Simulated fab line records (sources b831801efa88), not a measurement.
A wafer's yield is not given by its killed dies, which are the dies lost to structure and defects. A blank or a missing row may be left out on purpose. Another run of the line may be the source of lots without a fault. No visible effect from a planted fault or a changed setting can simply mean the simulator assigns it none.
Which tool is to blame? / flow sky130 / 13 lots, 39 wafers sampled, at 2 steps of a route of 708

WHAT THE GAUGES SHOWED, per wafer
SKY_PASSIVATION_THK_MEAS_01.
lot=L218; measured=day 43 15:22; on=film metro-01; PASSIVATION_CVD_00_THK (nm)=88.1 89.6 89.4
lot=L219; measured=day 44 00:44; on=film metro-04; PASSIVATION_CVD_00_THK (nm)=91.1 92.6 92.6
lot=L222; measured=day 44 13:27; on=film metro-03; PASSIVATION_CVD_00_THK (nm)=88.6 89.1 89.8
lot=L221; measured=day 44 16:08; on=film metro-04; PASSIVATION_CVD_00_THK (nm)=88.8 91.1 91.1
lot=L224; measured=day 45 12:49; on=film metro-01; PASSIVATION_CVD_00_THK (nm)=90.1 88.9 91.0
lot=L225; measured=day 45 18:05; on=film metro-01; PASSIVATION_CVD_00_THK (nm)=90.7 89.8 90.0
lot=L227; measured=day 46 02:40; on=film metro-04; PASSIVATION_CVD_00_THK (nm)=88.4 89.6 90.2
lot=L229; measured=day 46 15:38; on=film metro-01; PASSIVATION_CVD_00_THK (nm)=91.4 91.0 90.9
lot=L233; measured=day 47 19:47; on=film metro-01; PASSIVATION_CVD_00_THK (nm)=89.3 90.8 91.2
lot=L234; measured=day 47 21:10; on=film metro-04; PASSIVATION_CVD_00_THK (nm)=90.1 89.4 89.8
lot=L238; measured=day 48 20:39; on=film metro-03; PASSIVATION_CVD_00_THK (nm)=92.0 90.5 90.7
lot=L240; measured=day 49 02:44; on=film metro-04; PASSIVATION_CVD_00_THK (nm)=89.4 90.1 90.1
lot=L241; measured=day 49 04:07; on=film metro-01; PASSIVATION_CVD_00_THK (nm)=88.3 89.0 89.6

WHAT TOOL EACH LOT RAN ON (gives the tool, then ch and the chambers of the sampled wafers, and finally the start)
lot=L218; SKY_RES_XHIGH_EXPOSE_04=iline stepper-01 ch 0, day 25 23:39
lot=L219; SKY_RES_XHIGH_EXPOSE_04=iline stepper-01 ch 0, day 26 11:29
lot=L222; SKY_RES_XHIGH_EXPOSE_04=iline stepper-02 ch 0, day 27 02:04
lot=L221; SKY_RES_XHIGH_EXPOSE_04=iline stepper-02 ch 0, day 27 03:04
lot=L224; SKY_RES_XHIGH_EXPOSE_04=iline stepper-01 ch 0, day 28 04:35
lot=L225; SKY_RES_XHIGH_EXPOSE_04=iline stepper-01 ch 0, day 28 13:11
lot=L227; SKY_RES_XHIGH_EXPOSE_04=iline stepper-02 ch 0, day 29 03:36
lot=L229; SKY_RES_XHIGH_EXPOSE_04=iline stepper-02 ch 0, day 29 16:55
lot=L233; SKY_RES_XHIGH_EXPOSE_04=iline stepper-01 ch 0, day 31 10:44
lot=L234; SKY_RES_XHIGH_EXPOSE_04=iline stepper-01 ch 0, day 31 15:07
lot=L238; SKY_RES_XHIGH_EXPOSE_04=iline stepper-02 ch 0, day 33 00:13
lot=L240; SKY_RES_XHIGH_EXPOSE_04=iline stepper-02 ch 0, day 33 08:05
lot=L241; SKY_RES_XHIGH_EXPOSE_04=iline stepper-02 ch 0, day 33 10:29
- SKY_RES_XHIGH_EXPOSE_04: exposes mask URPM, target cd 1270 nm.

AS READ BY THE TOOLS THEMSELVES (means over the sampled wafers that have a number; for cases with no such wafer, the mark the record gives instead)
The record holds no such reading with a usual standard deviation.

THE ANSWER, worked out from the rows above alone
Rule: what is usual is taken from the lots themselves. Put in order of their means at a reading, lots are off if they are a third of the lots or fewer, leave a main group of 4 or more, and stand apart from it by a gap of 3 or more times the standard deviation of the main group's means; of several such gaps the widest counts. If all means in a main group match to the digits the tables above print for the reading, that group is not used. Also off: a lot with no number at a reading for which 4 or more lots have one. All remaining lots with rows at the step are treated as sound. First the gauges in route order, then the tools' own readings, where a lot's mean is used as printed above. At the first step where some lot is off, the reading lying furthest off is the one used; lots without a number count as furthest.
No lot is off at any reading shown: from this, nothing can be told.

WHAT THE SIMULATOR HAD PUT IN
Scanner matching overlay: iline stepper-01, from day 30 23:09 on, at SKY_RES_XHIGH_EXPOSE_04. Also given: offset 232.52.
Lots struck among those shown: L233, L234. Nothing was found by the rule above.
